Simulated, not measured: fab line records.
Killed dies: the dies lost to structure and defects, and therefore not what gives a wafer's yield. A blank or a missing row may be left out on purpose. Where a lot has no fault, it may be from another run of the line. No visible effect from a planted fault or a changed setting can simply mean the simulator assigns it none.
Split-lot trial + flow sky130 + 5 lots, 23 wafers read, on a route of 708 steps

== SPLIT DETAILS ==
At SKY_NWELL_SOFTBAKE_06, the setting temp_c was moved away from the recipe's 110 C on 8 of the 23 wafers read, by -3.1% to +2.2%. All remaining wafers had this setting at the recipe value.

No step appears in the file between the split and the reading.

== THE READING ==
coat_of_NWELL_COAT_05.thk_nm (the simulator's own value, which no gauge read), in nm, at SKY_NWELL_DEVELOP_09 (develop time 60 s). There is no usual value for it anywhere in the file. Here, 15 wafers ran the recipe; their average is 2997 nm with a standard deviation of 6 nm.

| wafer  | tool, chamber at the split | temp_c as run, C | against the recipe | coat_of_NWELL_COAT_05.thk_nm, nm | against lot-mates on the recipe |
|--------|----------------------------|------------------|--------------------|----------------------------------|---------------------------------|
| L074.1 | litho_track-02, 0          | 110              | recipe             | 2991                             | -                               |
| L074.4 | litho_track-02, 0          | 110              | recipe             | 2989                             | -                               |
| L074.5 | litho_track-02, 0          | 110              | recipe             | 2987                             | -                               |
| L075.1 | litho_track-02, 0          | 110              | recipe             | 2993                             | -                               |
| L075.2 | litho_track-02, 0          | 108.5            | -1.4%              | 3009                             | +14                             |
| L075.3 | litho_track-02, 0          | 108.5            | -1.4%              | 3001                             | +6                              |
| L075.4 | litho_track-02, 0          | 110              | recipe             | 2998                             | -                               |
| L075.5 | litho_track-02, 0          | 110              | recipe             | 2994                             | -                               |
| L078.1 | litho_track-01, 0          | 112.4            | +2.2%              | 2984                             | -20                             |
| L078.2 | litho_track-01, 0          | 110              | recipe             | 3008                             | -                               |
| L078.3 | litho_track-01, 0          | 112.4            | +2.2%              | 2978                             | -26                             |
| L078.4 | litho_track-01, 0          | 110              | recipe             | 3005                             | -                               |
| L078.5 | litho_track-01, 0          | 110              | recipe             | 2999                             | -                               |
| L080.1 | litho_track-04, 0          | 110              | recipe             | 3003                             | -                               |
| L080.2 | litho_track-04, 0          | 110              | recipe             | 3001                             | -                               |
| L080.3 | litho_track-04, 0          | 106.6            | -3.1%              | 3029                             | +29                             |
| L080.5 | litho_track-04, 0          | 110              | recipe             | 2996                             | -                               |
| L080.6 | litho_track-04, 0          | 106.6            | -3.1%              | 3026                             | +26                             |
| L084.1 | litho_track-01, 0          | 107.2            | -2.5%              | 3020                             | +24                             |
| L084.3 | litho_track-01, 0          | 110              | recipe             | 2990                             | -                               |
| L084.4 | litho_track-01, 0          | 110              | recipe             | 2996                             | -                               |
| L084.5 | litho_track-01, 0          | 110              | recipe             | 3002                             | -                               |
| L084.6 | litho_track-01, 0          | 107.2            | -2.5%              | 3022                             | +26                             |

FIT RESULTS
A straight line over all 23 wafers: coat_of_NWELL_COAT_05.thk_nm changes by -8.84 nm for each +1% of temp_c; r = -0.91; the points scatter about the line by 5.7 nm.
The same after taking each lot's own level away (the mean of its wafers on the recipe; 23 wafers): -9.49 nm for each +1%; r = -0.97; scatter 3.4 nm.
Per that fit: largest temp_c move, reading shift of 29 nm.
The lots' own levels span 2989.0 to 3004.0 nm, that is 2.5 times the standard deviation above.
Hence the lot-to-lot level has little effect on the slope; both slopes agree.
Check: +28.7 nm against its lot-mates is what the line predicts for one of the wafers moved furthest among these (-3.1%) when that wafer is left out of the fit. It came out at +29 nm against them.

== OTHER SPLITS APPLIED TO THESE WAFERS ==
Note: prior to the reading, these wafers also went through further splits. Each is held against what the fit with the lots' levels taken away leaves over:
| other split on the same wafers       | wafers away from the commonest value | r with coat_of_NWELL_COAT_05.thk_nm (lot level and that fit taken away) |
|--------------------------------------|--------------------------------------|-------------------------------------------------------------------------|
| SKY_FIELD_ISO_COAT_07 resist_thk_nm  | 6                                    | +0.20                                                                   |
| SKY_FIELD_ISO_EXPOSE_10 dose_mj      | 8                                    | +0.37                                                                   |
| SKY_FIELD_ISO_OXIDATION_22 ox_time_s | 10                                   | -0.03                                                                   |
| SKY_DNWELL_SOFTBAKE_03 temp_c        | 7                                    | +0.01                                                                   |

== THE WHOLE CHAIN: every reading that the file lists as answering this split, in the file's order ==
| step                 | what it does      | reading                                                                       | change (the file's fit)              | r (the file's) |
|----------------------|-------------------|-------------------------------------------------------------------------------|--------------------------------------|----------------|
| SKY_NWELL_DEVELOP_09 | develop time 60 s | coat_of_NWELL_COAT_05.thk_nm (the simulator's own value, which no gauge read) | -9.32 nm for each +1% of the setting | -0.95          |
| SKY_NWELL_STRIP_14   | strips in O2/N2   | strip_time_to_endpoint_s                                                      | withheld for each +1% of the setting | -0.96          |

== FILE'S OWN FIT ==
coat_of_NWELL_COAT_05.thk_nm changes by -9.32 nm for each +1% of temp_c, r = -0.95.
